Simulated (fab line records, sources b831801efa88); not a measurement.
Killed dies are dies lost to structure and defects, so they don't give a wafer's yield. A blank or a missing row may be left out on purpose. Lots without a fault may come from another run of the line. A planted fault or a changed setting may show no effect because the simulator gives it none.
Which tool did it? | flow gf180mcu | 7 lots, 21 wafers sampled, at 3 steps of a route of 602

WHAT THE GAUGES READ, wafer by wafer
GF_PSD_RS_MEAS_14: measures by four-point-probe.
lot  | measured     | on            | NSD_RS (ohm/sq)
L903 | day 14 14:19 | film_metro-02 | 46.21 46.06 45.97
L905 | day 15 15:04 | film_metro-01 | 46.33 46.24 46.23
L907 | day 16 05:22 | film_metro-03 | 45.96 46.04 46.00
L910 | day 16 21:48 | film_metro-01 | 46.17 46.20 46.26
L912 | day 18 02:10 | film_metro-01 | 46.18 46.14 46.22
L916 | day 19 05:30 | film_metro-02 | 46.28 46.28 46.22
L921 | day 21 04:35 | film_metro-03 | - - -

WHICH TOOL RAN EACH LOT (tool, then ch and the chambers of the sampled wafers, then the start)
lot  | GF_NSD_IMPLANT_09               | GF_NSD_STRIP_11
L903 | implanter-01 ch 0, day 13 17:01 | plasma_asher-01 ch 0,1, day 13 17:17
L905 | implanter-01 ch 0, day 14 16:48 | plasma_asher-04 ch 0,1, day 14 17:06
L907 | implanter-01 ch 0, day 15 07:03 | plasma_asher-01 ch 0,1, day 15 07:20
L910 | implanter-01 ch 0, day 15 23:01 | plasma_asher-01 ch 0, day 15 23:17
L912 | implanter-03 ch 0, day 17 02:26 | plasma_asher-02 ch 1, day 17 02:44
L916 | implanter-01 ch 0, day 18 04:57 | plasma_asher-02 ch 0,1, day 18 05:15
L921 | implanter-01 ch 0, day 20 04:14 | plasma_asher-04 ch 0,1, day 20 04:32
- GF_NSD_IMPLANT_09
- GF_NSD_STRIP_11: strips in O2/N2.

THE ANSWER, worked out from the rows above alone
Rule: what is usual is taken from the lots themselves. Put in order of their means at a reading, lots are off if they are a third of the lots or fewer, leave a main group of 4 or more, and stand apart from it by a gap of 3 or more times the standard deviation of the main group's means; of several such gaps the widest counts. A main group whose means are all the same, to the digits that the tables above print for the reading, isn't used. A lot without any number at a reading at which 4 lots or more have one is off too. The other lots that the step has rows for count as sound.
Off: L921, at GF_PSD_RS_MEAS_14 (NSD_RS). Without a number there: L921. The main group: mean 46.17 ohm/sq, standard deviation 0.097.
A tool fits if, at a process step before that reading, it ran every lot that is off, and no sound lot after the first of them. The gauges at GF_PSD_RS_MEAS_14 are tried like those tools. Can't be told from this: 3 tools fit, implanter-01 at GF_NSD_IMPLANT_09, plasma_asher-04 at GF_NSD_STRIP_11, film_metro-03 at GF_PSD_RS_MEAS_14.

WHAT THE SIMULATOR HAD PUT IN
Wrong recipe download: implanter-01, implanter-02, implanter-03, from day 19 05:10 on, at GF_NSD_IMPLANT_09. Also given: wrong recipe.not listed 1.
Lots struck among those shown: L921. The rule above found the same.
